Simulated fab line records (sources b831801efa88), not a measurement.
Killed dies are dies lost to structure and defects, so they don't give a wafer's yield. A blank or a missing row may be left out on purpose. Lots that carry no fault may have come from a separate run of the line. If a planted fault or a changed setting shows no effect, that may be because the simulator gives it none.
A lot that was struck, set against a sound lot || flow sky130 || 18 steps out of a route of 708
Sound: wafers L983.2, L983.3, L983.5. Wafers L988.4, L988.5, L988.6 were the ones struck. At the end, the cause is stated.
Order at every step that has rows: each side's tool, ch and its chambers, its first start. Under that, the readings that differ: sound wafers || struck wafers || difference of the means || sigmas: that difference in standard deviations of wafers without a fault.
alike: words and numbers the same on both sides, and readings whose means are apart by under 2 such deviations; not compared: readings that were withheld, readings missing a value for some wafer, numbers with overlapping values and no deviation given by the record, and bounds like >300 which may hide the same value.
The two part at a step that has a row with sigmas, a row that says differs or no value, or rows on one side only. Numbers that have no deviation but don't overlap get no sigmas and don't part them. Lack of a reading on every wafer of one side parts them only where that side has two or more wafers.

SKY_LDD_HVP_STRIP_09: strips in O2/N2.
  sound on plasmaAsher-04 ch 0,1, day 23 18:28; struck on plasmaAsher-01 ch 0,1, day 24 22:41
  alike: chamberPressureMTorr, drypumpMotorCurrentA, oesProductAu, stripTimeToEndpointS
  not compared: rfHoursCounterH
SKY_LDD_HVP_TW_MEAS_10:
  struck on filmMetro-02, day 24 22:46; sound on filmMetro-02, day 23 18:34
  alike: LDD_HVP_TW
then, 7 steps without rows for these wafers: SKY_LDD_LDN_DEHYDRATE_00 (time 60 s); SKY_LDD_LDN_HMDS_01 (prime time 60 s); SKY_LDD_LDN_COAT_02 (resist thk 1140 nm); SKY_LDD_LDN_SOFTBAKE_03 (time 60 s); SKY_LDD_LDN_EXPOSE_04 (exposes mask LDNTM, target cd 700 nm); SKY_LDD_LDN_PEB_05; SKY_LDD_LDN_DEVELOP_06 (develop time 60 s).
SKY_LDD_LDN_OVL_MEAS_07:
  struck on overlay-01, day 26 04:23; sound on overlay-02, day 25 00:07
  alike: LDD_LDN_OVL
then, 2 steps without rows for these wafers: SKY_LDD_LDN_IMPLANT_08; SKY_LDD_LDN_IMPLANT_09.
SKY_LDD_LDN_IMPLANT_10:
  sound on implanter-01 ch 0, day 25 00:29; struck on implanter-04 ch 0, day 26 04:46
{"reading": "implantIonAmu", "sound": "75 75 75", "struck": "31 31 31", "difference": -44, "sigmas": ""}
{"reading": "model.implant.rpNm (nm)", "sound": "13.26 13.26 13.26", "struck": "23.09 23.09 23.09", "difference": "+9.83", "sigmas": ""}
{"reading": "model.implant.drpNm (nm)", "sound": "5.933 5.933 5.933", "struck": "10.9 10.9 10.9", "difference": "+5.0", "sigmas": ""}
  alike: faradayCurrentUA
next, for these wafers, 1 step has no rows: SKY_LDD_LDN_IMPLANT_11.
SKY_LDD_LDN_STRIP_12: strips in O2/N2.
  sound on plasmaAsher-01 ch 0,1, day 25 00:45; struck on plasmaAsher-01 ch 0,1, day 26 05:02
  alike: chamberPressureMTorr, drypumpMotorCurrentA, oesProductAu, stripTimeToEndpointS
  not compared: rfHoursCounterH
SKY_LDD_LDN_TW_MEAS_13:
  struck on filmMetro-04, day 26 05:07; sound on filmMetro-01, day 25 00:52
{"reading": "LDD_LDN_TW", "sound": "1472 1475 1472", "struck": "1414 1408 1413", "difference": -61, "sigmas": -9}
then, 1 step without rows for these wafers: SKY_LDD_LDN_CLEAN_14 (cleans in SC1/SC2, time 150 s).
-- here the record skips 21 days between the struck wafers' starts before and after, leaving off in module LDD_LDN and picking up in module PAD_OPEN (first step shown: number 708 of the route) --
SKY_PAD_OPEN_PROBE_99:
  struck on prober-01, day 47 14:54; sound on prober-02, day 46 17:05
{"reading": "model.etest.tipSonos.rsOhmSq", "sound": "2617 2582 2555", "struck": "1935 1962 1939", "difference": -639, "sigmas": ""}
{"reading": "model.etest.sonosUncharged.rOnOhmUm", "sound": "816.6 820.3 822.1", "struck": "768.7 785.2 773", "difference": -44.0, "sigmas": ""}
{"reading": "model.etest.sonosProgrammed.offLog10AUm", "sound": "-14.03 -13.98 -13.9", "struck": "-12.16 -12.61 -12.36", "difference": "+1.59", "sigmas": ""}
{"reading": "model.etest.sonosProgrammed.vtV (V)", "sound": "1.322 1.333 1.373", "struck": "1.278 1.317 1.272", "difference": -0.054, "sigmas": ""}
{"reading": "model.etest.sonosUncharged.vtV (V)", "sound": "-0.4402 -0.4175 -0.4331", "struck": "-0.5521 -0.5086 -0.5244", "difference": -0.0981, "sigmas": ""}
{"reading": "model.etest.sonosErased.vtV (V)", "sound": "-2.166 -2.156 -2.195", "struck": "-2.334 -2.279 -2.244", "difference": -0.113, "sigmas": ""}
  alike: killed_at_M0_to_M3, killed_at_M4_up, killedAtContacts, killedAtFrontEnd, killedAtOther, killedDies, killedOpen, killedShort
  not compared: model.etest.sonosBaked.vtV

== WHERE THEY PART ==
Only at SKY_LDD_LDN_TW_MEAS_13, within this record. Later steps at which nothing parts them and some readings are alike: SKY_PAD_OPEN_PROBE_99.

WHY: the cause the simulator had injected
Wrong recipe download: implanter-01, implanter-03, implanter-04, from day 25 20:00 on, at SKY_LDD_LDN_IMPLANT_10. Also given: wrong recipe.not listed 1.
